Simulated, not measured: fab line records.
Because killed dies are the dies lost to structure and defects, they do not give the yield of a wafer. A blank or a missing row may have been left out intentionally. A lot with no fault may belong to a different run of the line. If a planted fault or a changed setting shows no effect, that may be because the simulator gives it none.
fab line records    flow sky130
[record] lots = 13  wafers = 39  last-day = 50
route steps=708 shown SONOS_ONO@181 LDD_HVP@285 SD_N@356 PAD_OPEN@708
lots with no fault: from the same line, run without faults
start-h: start of the lot's first displayed wafer, in hours after the record's first day    wait-h: hours since the lot's step before    " as in the row above    L1.1+2: one row covering several wafers at once    - either no value or no given start    * or withheld: withheld    < > ~ a bound
route shown NAME@n: NAME is a module with steps in the file, n the number in the route of the first one    usual: average and standard deviation across the fault-free wafers    same: alike in all rows    chamber/n: place in a boat    sites: the reading at each site    _std_site: standard deviation of those values    _edge_site: inner sites' mean taken away from outer sites' mean    radius-mm: how far each site lies from the wafer's centre    mask NAME#n: copy n    behind: tool/chamber where the wafer was last shaped    hold: why the lot was held/for how many hours/how that ended    device: which transistor (n, p or np) failed to switch    end of line: the tests these same wafers got at the end of their route    for a step that has no rows: nothing shown but its recipe    killed: the dies lost at the first sort to structure and to defects; this is not the yield of the wafer    map: a wafer's dies, x killed, . not, _ none there
set.NAME: the setting as run; set.NAME@STEP: as run at that earlier step    model.NAME: the simulator's own value behind a step, which no gauge read
route steps across a sampled set of lots; one table per step, one row per wafer
services: the hour from which a tool's chamber was out of use, counted from the record's first day as start-h (under 0 if before that day), plus the number of hours and why
[[steps]]
[step SKY_SONOS_ONO_CD_MEAS_13]
[recipe] target-cd-nm = 410
[usual] cd-nm = 409.0/2.5
lot.wafer  tool       chamber  start-h  wait-h  cd-nm
L939.1     cd-sem-02  -        297.58   0.1     408.1
L939.3     "          -        "        "       406.3
L939.5     "          -        "        "       408.5
L942.1     cd-sem-02  -        322.38   0.1     405.2
L942.4     "          -        "        "       403.6
L942.6     "          -        "        "       404.7
L944.2     cd-sem-02  -        335.51   0.2     409.1
L944.3     "          -        "        "       411.0
L944.5     "          -        "        "       407.4
L947.2     cd-sem-02  -        340.70   0.1     407.5
L947.3     "          -        "        "       407.6
L947.4     "          -        "        "       407.7
L945.3     cd-sem-01  -        346.02   0.1     409.2
L945.5     "          -        "        "       412.6
L945.6     "          -        "        "       411.1
L949.1     cd-sem-02  -        364.93   0.1     408.5
L949.2     "          -        "        "       408.9
L949.5     "          -        "        "       408.8
L953.3     cd-sem-01  -        395.62   0.1     409.6
L953.5     "          -        "        "       411.4
L953.6     "          -        "        "       412.7
L954.1     cd-sem-02  -        405.23   0.1     408.2
L954.2     "          -        "        "       407.9
L954.4     "          -        "        "       403.9
L955.1     cd-sem-01  -        415.48   0.1     413.6
L955.3     "          -        "        "       411.2
L955.6     "          -        "        "       411.6
L956.3     cd-sem-02  -        417.87   0.1     412.9
L956.5     "          -        "        "       411.7
L956.6     "          -        "        "       410.1
L957.2     cd-sem-02  -        427.90   0.1     408.8
L957.3     "          -        "        "       409.3
L957.6     "          -        "        "       409.9
L961.1     cd-sem-02  -        469.28   0.1     409.8
L961.5     "          -        "        "       409.6
L961.6     "          -        "        "       410.1
L962.2     cd-sem-02  -        471.74   0.1     409.0
L962.5     "          -        "        "       408.1
L962.6     "          -        "        "       408.0
[step SKY_SONOS_ONO_STRIP_17]
[recipe] chemistry = O2/N2  power-w = 1400  pressure-mtorr = 1500  platen-temp-c = withheld  o2-flow-sccm = 3000  n2-flow-sccm = 300  overash-fraction = 0.5
[usual] chamber-pressure-mTorr = 1500.1/1.3  drypump-motor-current-A = 5.6/0.33  oes-product-au = 0.710/0.0045  strip-time-to-endpoint-s = 14.11/0.046
lot.wafer  tool             chamber  start-h  wait-h  chamber-pressure-mTorr  drypump-motor-current-A  oes-product-au  rf-hours-counter-h  strip-time-to-endpoint-s
L939.1     plasma-asher-04  0        297.84   0.0     1500.4                  5.8                      0.712           60                  14.12
L939.3     "                0        "        "       1497.9                  5.8                      0.709           -                   14.06
L939.5     "                1        "        "       1499.2                  6.1                      0.707           -                   14.11
L942.1     plasma-asher-01  1        322.73   0.0     1501.4                  5.1                      0.700           53                  14.15
L942.4     "                0        "        "       1501.8                  5.7                      0.712           -                   14.15
L942.6     "                1        "        "       1502.2                  5.1                      0.713           -                   14.14
L944.2     plasma-asher-03  0        335.77   0.0     -                       -                        -               -                   -
L944.3     "                1        "        "       -                       -                        -               -                   -
L944.5     "                1        "        "       -                       -                        -               -                   -
L947.2     plasma-asher-03  1        340.94   0.0     -                       -                        -               -                   -
L947.3     "                1        "        "       -                       -                        -               -                   -
L947.4     "                0        "        "       -                       -                        -               -                   -
L945.3     plasma-asher-04  0        346.27   0.0     -                       -                        -               -                   -
L945.5     "                1        "        "       -                       -                        -               -                   -
L945.6     "                0        "        "       -                       -                        -               -                   -
L949.1     plasma-asher-01  0        365.20   0.0     1499.2                  5.7                      0.711           57                  13.96
L949.2     "                1        "        "       1499.3                  5.1                      0.712           57                  14.04
L949.5     "                0        "        "       1501.3                  5.7                      0.721           -                   14.01
L953.3     plasma-asher-01  0        395.88   0.0     1497.9                  5.7                      0.715           -                   14.12
L953.5     "                1        "        "       1498.8                  5.1                      0.712           -                   14.10
L953.6     "                0        "        "       1501.7                  5.7                      0.712           -                   14.10
L954.1     plasma-asher-03  1        405.50   0.0     1499.5                  5.7                      0.703           75                  14.12
L954.2     "                0        "        "       1501.7                  5.6                      0.710           75                  14.13
L954.4     "                0        "        "       1498.8                  5.6                      0.714           -                   14.14
L955.1     plasma-asher-03  1        415.75   0.0     1498.0                  5.7                      0.708           77                  14.16
L955.3     "                1        "        "       1499.5                  5.7                      0.707           -                   14.15
L955.6     "                1        "        "       1500.4                  5.7                      0.714           -                   14.13
L956.3     plasma-asher-04  0        418.12   0.0     1501.0                  5.8                      0.703           -                   14.11
L956.5     "                1        "        "       1499.4                  6.1                      0.713           -                   14.18
L956.6     "                0        "        "       1500.0                  5.8                      0.710           -                   14.13
L957.2     plasma-asher-01  0        428.14   0.0     1500.0                  5.7                      0.716           64                  14.03
L957.3     "                1        "        "       1501.1                  5.1                      0.706           -                   14.06
L957.6     "                1        "        "       1497.6                  5.1                      0.710           -                   14.08
L961.1     plasma-asher-04  0        469.55   0.0     1501.0                  5.8                      0.711           75                  14.17
L961.5     "                0        "        "       1498.6                  5.8                      0.712           -                   14.12
L961.6     "                1        "        "       1499.9                  6.1                      0.697           -                   14.14
L962.2     plasma-asher-01  0        471.98   0.0     1501.9                  5.7                      0.714           71                  14.13
L962.5     "                1        "        "       1499.9                  5.1                      0.709           -                   14.09
L962.6     "                0        "        "       1502.6                  5.7                      0.706           -                   14.10
[step SKY_LDD_HVP_OVL_MEAS_07]
[usual] LDD_HVP_OVL = 1.7/1.5
lot.wafer  tool        chamber  start-h  wait-h  LDD_HVP_OVL[nm]
L939.1     overlay-02  -        513.77   0.1     2.0
L939.3     "           -        "        "       1.0
L939.5     "           -        "        "       0.7
L942.1     overlay-01  -        543.43   0.1     2.2
L942.4     "           -        "        "       1.6
L942.6     "           -        "        "       2.6
L949.1     overlay-02  -        586.82   0.1     0.4
L949.2     "           -        "        "       0.5
L949.5     "           -        "        "       -1.3
L953.3     overlay-01  -        617.13   0.1     1.6
L953.5     "           -        "        "       0.7
L953.6     "           -        "        "       1.3
L954.1     overlay-01  -        625.57   0.1     -0.8
L954.2     "           -        "        "       0.9
L954.4     "           -        "        "       0.6
L955.1     overlay-01  -        634.07   0.1     1.0
L955.3     "           -        "        "       1.1
L955.6     "           -        "        "       1.0
L956.3     overlay-02  -        637.28   0.1     1.3
L956.5     "           -        "        "       -0.3
L956.6     "           -        "        "       1.2
L957.2     overlay-02  -        646.42   0.1     1.1
L957.3     "           -        "        "       0.1
L957.6     "           -        "        "       -0.9
L961.1     overlay-01  -        683.57   0.1     2.9
L961.5     "           -        "        "       3.0
L961.6     "           -        "        "       1.6
L962.2     overlay-01  -        686.82   0.1     3.0
L962.5     "           -        "        "       1.4
L962.6     "           -        "        "       0.5
[step SKY_SD_N_RTA_14]
[recipe] temp-c = 1075  time-s = 2  idle-temp-c = 650  ramp-up-c-per-s = 150  ramp-down-c-per-s = 90  ambient = N2
[usual] lamp-power-pct = 15.73/0.056  wafer_temp_C_max = 1078.1/1.3
lot.wafer  tool           chamber  start-h  wait-h  lamp-power-pct  wafer_temp_C_max
L939.1     rtp-anneal-01  0        664.35   0.0     15.72           1076.8
L939.3     "              0        "        "       15.75           1077.8
L939.5     "              0        "        "       15.76           1081.5
L942.1     rtp-anneal-02  0        691.13   0.0     15.62           1078.7
L942.4     "              0        "        "       15.72           1076.9
L942.6     "              0        "        "       15.79           1074.9
L949.1     rtp-anneal-01  0        731.35   0.0     15.68           1078.8
L949.2     "              0        "        "       15.72           1077.8
L949.5     "              0        "        "       15.80           1079.3
L953.3     rtp-anneal-01  0        760.92   0.0     15.64           1076.9
L953.5     "              0        "        "       15.71           1077.0
L953.6     "              0        "        "       15.70           1079.5
L954.1     rtp-anneal-02  0        791.39   0.0     15.74           1076.9
L954.2     "              0        "        "       15.81           1078.8
L954.4     "              0        "        "       15.76           1076.8
L956.3     rtp-anneal-01  0        791.41   0.0     15.70           1080.1
L956.5     "              0        "        "       15.81           1080.0
L956.6     "              0        "        "       15.76           1077.6
L955.1     rtp-anneal-02  0        791.68   0.0     15.62           1078.5
L955.3     "              0        "        "       15.76           1078.8
L955.6     "              0        "        "       15.71           1079.8
L957.2     rtp-anneal-01  0        792.86   0.0     15.71           1078.1
L957.3     "              0        "        "       15.72           1078.3
L957.6     "              0        "        "       15.75           1077.7
L961.1     rtp-anneal-01  0        823.09   0.0     15.77           1078.2
L961.5     "              0        "        "       15.77           1077.7
L961.6     "              0        "        "       15.72           1078.8
L962.2     rtp-anneal-02  0        825.39   0.0     15.71           1078.3
L962.5     "              0        "        "       15.78           1078.9
L962.6     "              0        "        "       15.78           1077.2
[step SKY_PAD_OPEN_PROBE_99]
[usual] killed_at_M0_to_M3 = 44/7.3  killed_at_M4_up = 3.4/1.7  killed-at-contacts = 24/5.3  killed-at-front-end = 15/4.1  killed-at-other = 0.4/0.68  killed-dies = 87/9.5  killed-on-rim = 17/3.8  killed-open = 48/7.1  killed-short = 39/5.8
[same] gross-dies = 492  killed-at-back-side = 0
lot.wafer  tool       chamber  start-h  wait-h  hold                    killed_at_M0_to_M3  killed_at_M4_up  killed-at-contacts  killed-at-front-end  killed-at-other  killed-dies  killed-on-rim  killed-open  killed-short
L939.1     prober-02  -        1088.07  0.1     -                       48                  2                23                  10                   0                83           15             45           38
L939.3     prober-02  -        1088.17  0.2     -                       59                  3                26                  12                   0                100          20             59           41
L939.5     prober-02  -        1088.27  0.2     -                       40                  3                25                  19                   0                87           17             48           39
L942.1     prober-01  -        1107.30  0.1     -                       42                  4                30                  19                   2                97           16             47           49
L942.4     prober-01  -        1107.45  0.2     -                       51                  3                23                  17                   1                95           16             52           43
L942.6     prober-01  -        1107.55  0.2     -                       45                  4                20                  13                   1                83           23             43           39
L944.2     prober-01  -        1114.25  0.1     await-dispo/3.0h/scrap  47                  2                21                  422                  0                492          96             48           41
L944.3     prober-01  -        1114.30  0.2     await-dispo/3.0h/scrap  44                  3                20                  425                  0                492          96             44           37
L944.5     prober-01  -        1114.40  0.2     await-dispo/3.0h/scrap  37                  1                16                  438                  0                492          96             37           32
L947.2     prober-02  -        1122.45  0.1     await-dispo/3.0h/scrap  36                  4                24                  428                  0                492          96             45           40
L947.3     prober-02  -        1122.50  0.2     await-dispo/3.0h/scrap  47                  1                29                  415                  0                492          96             52           35
L947.4     prober-02  -        1122.55  0.2     await-dispo/3.0h/scrap  39                  6                22                  424                  1                492          96             40           39
L945.3     prober-01  -        1123.94  0.2     await-dispo/2.9h/scrap  33                  2                23                  430                  4                492          96             40           32
L945.5     prober-01  -        1124.04  0.2     await-dispo/2.9h/scrap  51                  4                16                  420                  1                492          96             45           38
L945.6     prober-01  -        1124.09  0.2     await-dispo/2.9h/scrap  43                  3                18                  428                  0                492          96             44           40
L949.1     prober-02  -        1135.04  0.1     -                       25                  5                23                  9                    0                62           18             30           32
L949.2     prober-02  -        1135.09  0.1     -                       48                  2                16                  13                   0                79           15             47           32
L949.5     prober-02  -        1135.24  0.2     -                       44                  8                29                  14                   0                95           12             38           57
L953.3     prober-02  -        1155.10  0.2     -                       58                  5                36                  17                   0                116          16             66           50
L953.5     prober-02  -        1155.20  0.2     -                       54                  2                34                  14                   1                105          27             60           45
L953.6     prober-02  -        1155.25  0.2     -                       34                  3                33                  20                   0                90           14             51           39
L954.1     prober-01  -        1175.14  0.1     -                       46                  5                27                  17                   0                95           15             49           44
L954.2     prober-01  -        1175.19  0.1     -                       40                  4                27                  13                   0                84           12             48           35
L954.4     prober-01  -        1175.29  0.2     -                       53                  3                24                  15                   0                95           14             52           43
L956.3     prober-02  -        1175.94  0.2     -                       37                  5                23                  20                   0                85           14             42           42
L956.5     prober-02  -        1176.04  0.2     -                       47                  6                28                  10                   2                93           27             47           46
L956.6     prober-02  -        1176.09  0.2     -                       43                  3                18                  13                   1                78           12             44           34
L957.2     prober-01  -        1176.69  0.1     -                       47                  4                26                  20                   0                97           22             49           47
L957.3     prober-01  -        1176.74  0.2     -                       53                  7                22                  11                   0                93           16             52           41
L957.6     prober-01  -        1176.89  0.2     -                       40                  2                31                  13                   0                86           17             43           43
L955.1     prober-02  -        1177.34  0.1     -                       38                  1                23                  12                   0                74           11             40           34
L955.3     prober-02  -        1177.44  0.2     -                       37                  3                15                  18                   0                73           14             38           34
L955.6     prober-02  -        1177.59  0.2     -                       43                  3                29                  24                   0                99           16             59           39
L961.1     prober-02  -        1197.30  0.1     -                       40                  3                21                  7                    2                73           12             39           34
L961.5     prober-02  -        1197.50  0.2     -                       39                  3                29                  7                    1                79           22             35           44
L961.6     prober-02  -        1197.55  0.2     -                       50                  1                36                  13                   0                100          16             51           49
L962.2     prober-01  -        1198.70  0.1     -                       37                  5                21                  8                    0                71           15             40           31
L962.5     prober-01  -        1198.85  0.2     -                       52                  1                21                  15                   0                89           14             64           25
L962.6     prober-01  -        1198.90  0.2     -                       52                  3                22                  13                   0                90           19             54           36
// killed by level:class
L939.1 VIA3:geometric-particle:open=10 VIA1:geometric-particle:open=9 CONTACT:geometric-particle:open=8 VIA2:geometric-particle:open=8 FIELD_ISO:geometric-particle:short=6 LI_CONTACT:geometric-particle:open=5 VIA1:geometric-particle:short=5 VIA2:geometric-particle:short=5
L939.3 VIA1:geometric-particle:open=15 VIA3:geometric-particle:open=10 LI_CONTACT:geometric-particle:open=8 VIA2:geometric-particle:open=7 CONTACT:geometric-particle:short=6 METAL2:geometric-particle:short=6 CONTACT:geometric-particle:open=5 METAL1:geometric-particle:short=5
L939.5 CONTACT:geometric-particle:open=11 VIA3:geometric-particle:open=8 METAL2:geometric-particle:short=7 FIELD_ISO:geometric-particle:short=6 VIA1:geometric-particle:open=6 LI_CONTACT:geometric-particle:open=5 CONTACT:geometric-particle:short=5 METAL1:geometric-particle:short=5
L942.1 CONTACT:geometric-particle:open=9 VIA1:geometric-particle:open=9 LI_CONTACT:geometric-particle:open=7 VIA2:geometric-particle:open=7 FIELD_ISO:geometric-particle:short=6 POLY_GATE:geometric-particle:open=6 METAL1:geometric-particle:short=6 LOCAL_INTERCONNECT:geometric-particle:short=6
L942.4 VIA1:geometric-particle:open=10 VIA2:geometric-particle:open=10 CONTACT:geometric-particle:open=9 FIELD_ISO:geometric-particle:short=6 VIA2:geometric-particle:short=6 METAL1:geometric-particle:short=6 VIA3:geometric-particle:open=6 FIELD_ISO:geometric-particle:open=4
L942.6 VIA1:geometric-particle:open=9 CONTACT:geometric-particle:open=8 METAL1:geometric-particle:short=7 METAL2:geometric-particle:short=6 LI_CONTACT:geometric-particle:open=5 LOCAL_INTERCONNECT:geometric-particle:short=5 METAL1:geometric-particle:open=5 VIA3:geometric-particle:open=5
L944.2 GATE_OXIDE:area-oxidation=402 VIA1:geometric-particle:open=13 VIA2:geometric-particle:open=7 LI_CONTACT:geometric-particle:open=6 VIA3:geometric-particle:open=6 FIELD_ISO:geometric-particle:short=4 VIA1:geometric-particle:short=4 POLY_GATE:geometric-particle:open=4
L944.3 GATE_OXIDE:area-oxidation=411 VIA1:geometric-particle:open=12 CONTACT:geometric-particle:open=9 VIA1:geometric-particle:short=6 VIA2:geometric-particle:short=6 VIA3:geometric-particle:open=5 POLY_GATE:geometric-particle:open=4 CONTACT:geometric-particle:short=4
L944.5 GATE_OXIDE:area-oxidation=421 VIA3:geometric-particle:open=8 METAL3:geometric-particle:short=7 VIA1:geometric-particle:open=6 VIA2:geometric-particle:open=5 FIELD_ISO:geometric-particle:open=4 FIELD_ISO:geometric-particle:short=4 POLY_GATE:geometric-particle:short=4
L947.2 GATE_OXIDE:area-oxidation=407 FIELD_ISO:geometric-particle:short=8 CONTACT:geometric-particle:open=8 METAL2:geometric-particle:short=6 VIA3:geometric-particle:open=6 VIA1:geometric-particle:open=6 POLY_GATE:geometric-particle:open=5 LOCAL_INTERCONNECT:geometric-particle:short=5
L947.3 GATE_OXIDE:area-oxidation=405 VIA3:geometric-particle:open=11 LI_CONTACT:geometric-particle:open=10 CONTACT:geometric-particle:open=9 VIA1:geometric-particle:open=7 METAL2:geometric-particle:short=5 CONTACT:geometric-particle:short=5 VIA2:geometric-particle:open=5
L947.4 GATE_OXIDE:area-oxidation=413 CONTACT:geometric-particle:open=9 VIA1:geometric-particle:open=8 VIA2:geometric-particle:open=7 VIA3:geometric-particle:open=7 METAL4:geometric-particle:short=6 CONTACT:geometric-particle:short=6 LOCAL_INTERCONNECT:geometric-particle:short=4
L945.3 GATE_OXIDE:area-oxidation=415 CONTACT:geometric-particle:open=12 VIA1:geometric-particle:open=9 VIA2:geometric-particle:open=7 FIELD_ISO:geometric-particle:short=4 LI_CONTACT:geometric-particle:open=4 METAL1:geometric-particle:short=4 PASSIVATION:coat-microbubble-printed=4
L945.5 GATE_OXIDE:area-oxidation=407 VIA1:geometric-particle:open=11 VIA1:geometric-particle:short=8 METAL1:geometric-particle:short=8 METAL2:geometric-particle:short=7 VIA2:geometric-particle:open=7 LI_CONTACT:geometric-particle:open=6 CONTACT:geometric-particle:open=6
L945.6 GATE_OXIDE:area-oxidation=408 VIA1:geometric-particle:open=10 VIA1:geometric-particle:short=7 POLY_GATE:geometric-particle:short=6 LI_CONTACT:geometric-particle:open=6 CONTACT:geometric-particle:short=5 METAL1:geometric-particle:short=5 VIA3:geometric-particle:open=5
L949.1 LI_CONTACT:geometric-particle:open=8 LOCAL_INTERCONNECT:geometric-particle:short=6 VIA1:geometric-particle:short=5 VIA1:geometric-particle:open=4 CONTACT:geometric-particle:short=4 CONTACT:geometric-particle:open=4 FIELD_ISO:geometric-particle:open=3 METAL2:geometric-particle:short=3
L949.2 VIA2:geometric-particle:open=13 CONTACT:geometric-particle:open=7 VIA1:geometric-particle:open=7 METAL1:geometric-particle:short=6 VIA3:geometric-particle:open=5 POLY_GATE:geometric-particle:short=4 VIA3:geometric-particle:short=4 METAL2:geometric-particle:short=4
L949.5 METAL2:geometric-particle:short=8 VIA3:geometric-particle:open=8 CONTACT:geometric-particle:open=7 CONTACT:geometric-particle:short=7 FIELD_ISO:geometric-particle:short=6 LOCAL_INTERCONNECT:geometric-particle:short=6 VIA1:geometric-particle:short=6 METAL4:geometric-particle:short=6
L953.3 VIA2:geometric-particle:open=15 CONTACT:geometric-particle:open=13 VIA1:geometric-particle:open=11 LOCAL_INTERCONNECT:geometric-particle:short=7 CONTACT:geometric-particle:short=7 METAL1:geometric-particle:short=7 METAL2:geometric-particle:short=6 POLY_GATE:geometric-particle:open=5
L953.5 CONTACT:geometric-particle:open=17 VIA2:geometric-particle:open=14 VIA1:geometric-particle:open=8 METAL2:geometric-particle:short=8 LI_CONTACT:geometric-particle:open=7 POLY_GATE:geometric-particle:short=6 VIA1:geometric-particle:short=6 METAL1:geometric-particle:short=5
L953.6 CONTACT:geometric-particle:open=12 VIA1:geometric-particle:open=9 LI_CONTACT:geometric-particle:open=7 CONTACT:geometric-particle:short=7 METAL1:geometric-particle:short=6 POLY_GATE:geometric-particle:short=5 VIA2:geometric-particle:open=5 FIELD_ISO:geometric-particle:open=4
L954.1 CONTACT:geometric-particle:open=10 LI_CONTACT:geometric-particle:open=9 VIA1:geometric-particle:open=9 METAL1:geometric-particle:short=8 VIA3:geometric-particle:open=7 VIA2:geometric-particle:open=6 LOCAL_INTERCONNECT:geometric-particle:short=5 POLY_GATE:geometric-particle:short=4
L954.2 CONTACT:geometric-particle:open=9 VIA1:geometric-particle:open=9 LI_CONTACT:geometric-particle:open=7 METAL1:geometric-particle:open=5 METAL1:geometric-particle:short=5 LI_CONTACT:geometric-particle:short=4 VIA3:geometric-particle:open=4 FIELD_ISO:geometric-particle:open=3
L954.4 VIA1:geometric-particle:open=13 VIA2:geometric-particle:open=11 POLY_GATE:geometric-particle:open=6 CONTACT:geometric-particle:open=6 LI_CONTACT:geometric-particle:open=6 VIA1:geometric-particle:short=6 LI_CONTACT:geometric-particle:short=5 METAL1:geometric-particle:short=5
L956.3 VIA1:geometric-particle:open=11 LI_CONTACT:geometric-particle:open=8 VIA2:geometric-particle:open=6 CONTACT:geometric-particle:open=5 METAL2:geometric-particle:short=5 FIELD_ISO:geometric-particle:short=4 POLY_GATE:geometric-particle:open=4 POLY_GATE:geometric-particle:short=4
L956.5 CONTACT:geometric-particle:open=10 VIA1:geometric-particle:open=9 METAL2:geometric-particle:short=9 LI_CONTACT:geometric-particle:open=8 VIA1:geometric-particle:short=8 FIELD_ISO:geometric-particle:open=6 CONTACT:geometric-particle:short=6 METAL4:geometric-particle:short=6
L956.6 VIA1:geometric-particle:open=9 METAL1:geometric-particle:short=6 VIA2:geometric-particle:open=6 VIA3:geometric-particle:open=6 LI_CONTACT:geometric-particle:open=5 CONTACT:geometric-particle:short=5 METAL2:geometric-particle:short=5 POLY_GATE:geometric-particle:short=4
L957.2 VIA1:geometric-particle:open=11 CONTACT:geometric-particle:open=9 VIA2:geometric-particle:open=7 VIA1:geometric-particle:short=7 POLY_GATE:geometric-particle:open=6 METAL1:geometric-particle:short=6 LI_CONTACT:geometric-particle:short=5 METAL2:geometric-particle:short=5
L957.3 VIA1:geometric-particle:open=10 VIA3:geometric-particle:open=9 VIA2:geometric-particle:open=9 CONTACT:geometric-particle:open=8 METAL1:geometric-particle:short=8 VIA2:geometric-particle:short=5 CONTACT:geometric-particle:short=4 METAL3:geometric-particle:short=4
L957.6 CONTACT:geometric-particle:open=12 VIA2:geometric-particle:open=10 VIA1:geometric-particle:open=8 CONTACT:geometric-particle:short=7 LOCAL_INTERCONNECT:geometric-particle:short=5 METAL2:geometric-particle:short=5 FIELD_ISO:geometric-particle:short=4 VIA1:geometric-particle:short=4
L955.1 VIA1:geometric-particle:open=8 METAL1:geometric-particle:short=7 CONTACT:geometric-particle:open=7 FIELD_ISO:geometric-particle:short=6 LI_CONTACT:geometric-particle:open=6 VIA2:geometric-particle:open=6 FIELD_ISO:geometric-particle:open=3 POLY_GATE:geometric-particle:open=3
L955.3 VIA1:geometric-particle:open=7 VIA3:geometric-particle:open=7 LI_CONTACT:geometric-particle:open=6 VIA2:geometric-particle:short=6 FIELD_ISO:geometric-particle:short=5 CONTACT:geometric-particle:open=5 FIELD_ISO:geometric-particle:open=4 METAL1:geometric-particle:short=4
L955.6 LI_CONTACT:geometric-particle:open=12 VIA1:geometric-particle:open=11 VIA2:geometric-particle:open=10 POLY_GATE:geometric-particle:open=8 CONTACT:geometric-particle:short=7 FIELD_ISO:geometric-particle:open=5 METAL2:geometric-particle:open=5 METAL3:geometric-particle:short=5
L961.1 VIA1:geometric-particle:open=10 CONTACT:geometric-particle:open=9 VIA1:geometric-particle:short=6 METAL1:geometric-particle:short=5 VIA3:geometric-particle:open=5 LI_CONTACT:geometric-particle:open=4 VIA2:geometric-particle:open=4 LOCAL_INTERCONNECT:geometric-particle:short=3
L961.5 LI_CONTACT:geometric-particle:open=7 CONTACT:geometric-particle:short=6 CONTACT:geometric-particle:open=6 METAL1:geometric-particle:short=6 METAL3:geometric-particle:short=6 VIA1:geometric-particle:open=6 VIA2:geometric-particle:open=5 LI_CONTACT:geometric-particle:short=4
L961.6 CONTACT:geometric-particle:open=16 LI_CONTACT:geometric-particle:open=9 METAL2:geometric-particle:short=8 VIA1:geometric-particle:open=8 VIA3:geometric-particle:open=7 VIA1:geometric-particle:short=7 CONTACT:geometric-particle:short=6 METAL1:geometric-particle:short=6
L962.2 CONTACT:geometric-particle:short=7 VIA1:geometric-particle:open=7 LI_CONTACT:geometric-particle:open=6 METAL2:geometric-particle:short=6 VIA3:geometric-particle:open=6 CONTACT:geometric-particle:open=5 VIA2:geometric-particle:open=5 VIA2:geometric-particle:short=4
L962.5 VIA1:geometric-particle:open=16 LI_CONTACT:geometric-particle:open=11 VIA3:geometric-particle:open=11 CONTACT:geometric-particle:open=7 VIA2:geometric-particle:open=5 METAL2:geometric-particle:open=4 FIELD_ISO:geometric-particle:short=3 VIA3:geometric-particle:short=3
L962.6 VIA1:geometric-particle:open=11 CONTACT:geometric-particle:open=8 VIA3:geometric-particle:open=8 VIA2:geometric-particle:open=8 VIA1:geometric-particle:short=7 LI_CONTACT:geometric-particle:open=6 METAL2:geometric-particle:short=5 CONTACT:geometric-particle:short=4
[[services]]
tool             chamber  start-h  hours  kind
plasma-asher-04  -        344.96   1.2    repair
plasma-asher-01  -        401.66   2.2    repair
plasma-asher-03  -        421.25   9.0    pm
plasma-asher-03  0        421.25   9.0    vent-cycle
plasma-asher-03  1        421.25   9.0    vent-cycle
plasma-asher-03  0        430.25   -      clean
plasma-asher-03  1        430.25   -      clean
plasma-asher-03  -        437.93   28.1   pm
plasma-asher-04  -        443.83   16.5   repair
plasma-asher-04  -        448.47   1.4    repair
plasma-asher-04  -        452.09   12.5   repair
plasma-asher-04  -        523.82   28.1   pm
plasma-asher-03  -        596.98   0.6    repair
plasma-asher-04  -        597.59   2.8    pm
plasma-asher-01  -        629.95   2.7    repair
plasma-asher-03  -        651.58   1.5    repair
rtp-anneal-01    -        652.17   4.7    pm
plasma-asher-04  -        733.75   9.0    pm
plasma-asher-04  0        733.75   9.0    vent-cycle
plasma-asher-04  1        733.75   9.0    vent-cycle
plasma-asher-04  0        742.75   -      clean
plasma-asher-04  -        755.77   4.2    repair
rtp-anneal-01    -        777.46   1.5    repair
rtp-anneal-02    -        779.91   3.4    pm
[[key]]
[first-sign] step = SKY_SONOS_ONO_STRIP_17  reading = tool-record  direction = missing
[effect] step = SKY_PAD_OPEN_PROBE_99  reading = killed-at-front-end  direction = up  sigmas = 99+  usual = 15  struck = 426
[more-kills-born-at] SKY_GATE_OXIDE_OXIDATION_01@furnace-02 = 3689
met-at SKY_SONOS_ONO_STRIP_17
struck-lots L944,L945,L947
later-rows-left-out L944.2,L944.3,L944.5,L945.3,L945.5,L945.6,L947.2,L947.3,L947.4
tester-left-out L944,L945,L947
not-acting-at SKY_SONOS_ONO_CD_MEAS_13,SKY_LDD_HVP_OVL_MEAS_07,SKY_SD_N_RTA_14
onset-between 297.84 335.77
[fault] kind = skipped-step-whole  tool = plasma-asher-03,plasma-asher-04  chamber = -  onset-h = 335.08  steps = SKY_SONOS_ONO_STRIP_17  scope = struck-lots-only
// tester-left-out: of these lots the tester's yield and bins aren't shown, on N5 and GAA mostly nor the transistor test; their killed dies are dies lost to structure and defects alone, not to doping, threshold or leakage, so they don't give the yield
// later-rows-left-out: the simulator's readings of these wafers behind a module that went badly wrong aren't trusted and aren't shown, but for the sort
